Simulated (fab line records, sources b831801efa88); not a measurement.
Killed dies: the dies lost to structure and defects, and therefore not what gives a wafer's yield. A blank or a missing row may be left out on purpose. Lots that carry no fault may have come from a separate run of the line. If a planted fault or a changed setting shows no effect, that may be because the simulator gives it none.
Matching of chambers :: flow sky130 :: cmp-01 running SKY_VIA2_CMP_24: 4 sister chambers
The step polishes, stops on SiO2, t overpolish 20 s, target thk 0 nm. 4 wafers are shown with their chamber, then 8 later ones without.

== WAFERS WITH THEIR CHAMBER ==
wafer: L087.1
chamber: 3
motorCurrentA (A): 9.5

wafer: L087.2
chamber: 0
motorCurrentA (A): 10.2

wafer: L087.3
chamber: 1
motorCurrentA (A): 11.7

wafer: L087.4
chamber: 2
motorCurrentA (A): 11.1

== WAFERS MISSING THEIR CHAMBER ==
wafer: L087.5
motorCurrentA (A): 10.0

wafer: L087.6
motorCurrentA (A): 10.0

wafer: L088.1
motorCurrentA (A): 12.2

wafer: L088.2
motorCurrentA (A): 12.3

wafer: L088.3
motorCurrentA (A): 9.2

wafer: L088.4
motorCurrentA (A): 10.3

wafer: L088.5
motorCurrentA (A): 9.7

wafer: L088.6
motorCurrentA (A): 10.3

== WHICH CHAMBER EACH WENT THROUGH ==
wafer: L087.5
from the rows above: can't be placed: 0 or 3
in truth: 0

wafer: L087.6
from the rows above: can't be placed: 0 or 3
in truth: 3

wafer: L088.1
from the rows above: can't be placed: 1 or 2
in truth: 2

wafer: L088.2
from the rows above: can't be placed: 1 or 2
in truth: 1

wafer: L088.3
from the rows above: 3
in truth: 3

wafer: L088.4
from the rows above: 0
in truth: 0

wafer: L088.5
from the rows above: can't be placed: 3 or 0
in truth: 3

wafer: L088.6
from the rows above: 0
in truth: 0
3 of 8 placed correctly. From these rows, 5 cannot be placed; in 5 the true chamber is one of the candidates. Wrongly placed: 0.
How it was worked out, from the rows above alone: a wafer's distance from a chamber is the root of the sum, over the readings, of the square of ((its reading less the chamber's mean) divided by the reading's scatter). The wafer belongs to the nearest chamber; if the next one is less than 2 further off, it can't be placed. The mean given for a chamber averages the wafers shown for that chamber. The scatter (one wafer shown for each chamber): square how far every hidden wafer sits from the nearest shown wafer, average those squares and take the square root.
